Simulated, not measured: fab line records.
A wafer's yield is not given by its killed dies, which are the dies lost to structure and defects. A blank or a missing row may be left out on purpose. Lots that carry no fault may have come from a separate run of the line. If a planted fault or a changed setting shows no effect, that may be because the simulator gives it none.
Problem report, 8D (eight disciplines) form, completed by code ; flow sfq_line ; the parts of the form that need people (team, actions taken, sign-off) are left out

## 1. WHAT IS WRONG
A mean of 4.32 sccm is read at SFQ_TRILAYER_M5_ETCH_METAL_ETCH_126 for he_backside_leak_sccm, taken on 1 wafer of 1 lot, against 3.47 sccm (standard deviation 0.18) on wafers free of any fault. That puts it +4.7 standard deviations away from the usual mean.
The step: etches Nb in Cl2/BCl3, stops on SiO2, time 203.2 s, target depth 265 nm.
Seen first at day 65 13:11 on rie_metal-01, wafer L737.2. At this step, 38 wafers from 13 lots have a number in the record. The rule behind "out" and "out of limits": a value lying over 4 standard deviations away from the usual mean. All remaining wafers that have a number are taken as sound.

## 2. WHAT IT IS, WHAT IT ISN'T
question;is;is not
which readings at this step;he_backside_leak_sccm;drypump_motor_current_A, oes_product_au
which lots;L737;L717, L718, L719, L720, L721, L722, L723, L724, L726, L727, L728, L730
which wafers of those lots;L737.2;L737.5
read on which tools;rie_metal-01;rie_metal-02, rie_metal-04
when;from day 65 13:11;up to then (37 sound wafers)

## 3. WHAT RULES OUT EACH SUSPECT
Counting: if a tool at a process step up to the reading ran every lot that is out, it stays a suspect. Sound lots after the first of them don't rule it out here, since some wafers of a struck lot are sound.
- rie_diel-03 at SFQ_TRILAYER_I2_VIA_BARC_OPEN_VIA_ETCH_096 (etches BARC in O2, target depth 125 nm, time 41.7 s): kept. It ran the lot that is out, L737 (day 31 15:11); its last sound lot up to then is L730 (day 29 10:19).
- film_metro-03 at SFQ_TRILAYER_I4_METRO_MEASURE_101: kept. It ran the lot that is out, L737 (day 51 01:24); its last sound lot up to then is L726 (day 47 01:22).
- rie_metal-01 at SFQ_TRILAYER_M5_ETCH_METAL_ETCH_126 (etches Nb in Cl2/BCl3, stops on SiO2, time 203.2 s, target depth 265 nm): kept. It ran the lot that is out, L737 (day 65 13:11); its last sound lot up to then is L726 (day 62 14:25). Out on those wafers are its own readings of he_backside_leak_sccm.
- The sound lot-mates ran in chamber 2 of rie_diel-03 at SFQ_TRILAYER_I2_VIA_BARC_OPEN_VIA_ETCH_096, but the wafers that are out ran in chamber 1.
- The sound lot-mates ran in chamber 0 of rie_metal-01 at SFQ_TRILAYER_M5_ETCH_METAL_ETCH_126, but the wafers that are out ran in chamber 1.
rie_diel-03 at SFQ_TRILAYER_I2_VIA_BARC_OPEN_VIA_ETCH_096, film_metro-03 at SFQ_TRILAYER_I4_METRO_MEASURE_101 and rie_metal-01 at SFQ_TRILAYER_M5_ETCH_METAL_ETCH_126 are what is left after counting.

## 4. THE CAUSE (what the simulator had put in)
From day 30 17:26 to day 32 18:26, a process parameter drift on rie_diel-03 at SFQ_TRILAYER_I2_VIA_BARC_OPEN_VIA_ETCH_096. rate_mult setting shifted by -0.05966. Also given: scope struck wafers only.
This tool is one of the 3 suspects left after counting.

## 5. THE EFFECT CHAIN, in route order
One row per reading whose mean, taken over the struck wafers that have a number, lies over 3 standard deviations from the usual. Only readings for which the record gives a usual standard deviation are gone through. hours: the time from each lot's start at the first step in this table that gives one to its start at this step, as a median over the lots. sigmas: the change in usual standard deviations.
hours;step;reading;usual;on struck wafers;change;sigmas
0;SFQ_TRILAYER_M5_ETCH_METAL_ETCH_126;he_backside_leak_sccm;3.47 sccm;4.32;+0.85;+4.7
The process steps in it:
- SFQ_TRILAYER_M5_ETCH_METAL_ETCH_126: etches Nb in Cl2/BCl3, stops on SiO2, time 203.2 s, target depth 265 nm.

## 6. HOW IT WOULD HAVE BEEN CAUGHT EARLIER
First out-of-limits reading in this record: day 65 13:11, which is 836 hours after fault onset at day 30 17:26.
Tool readings at SFQ_TRILAYER_I2_VIA_BARC_OPEN_VIA_ETCH_096 with a usual standard deviation given in the record: none out on any struck wafer, hence no alarm at a limit of 4 standard deviations on them.
All the lots that are out (1) had begun SFQ_TRILAYER_I2_VIA_BARC_OPEN_VIA_ETCH_096 on rie_diel-03 by day 65 13:11. Had the tool been put on hold then, not one of them would have been saved.
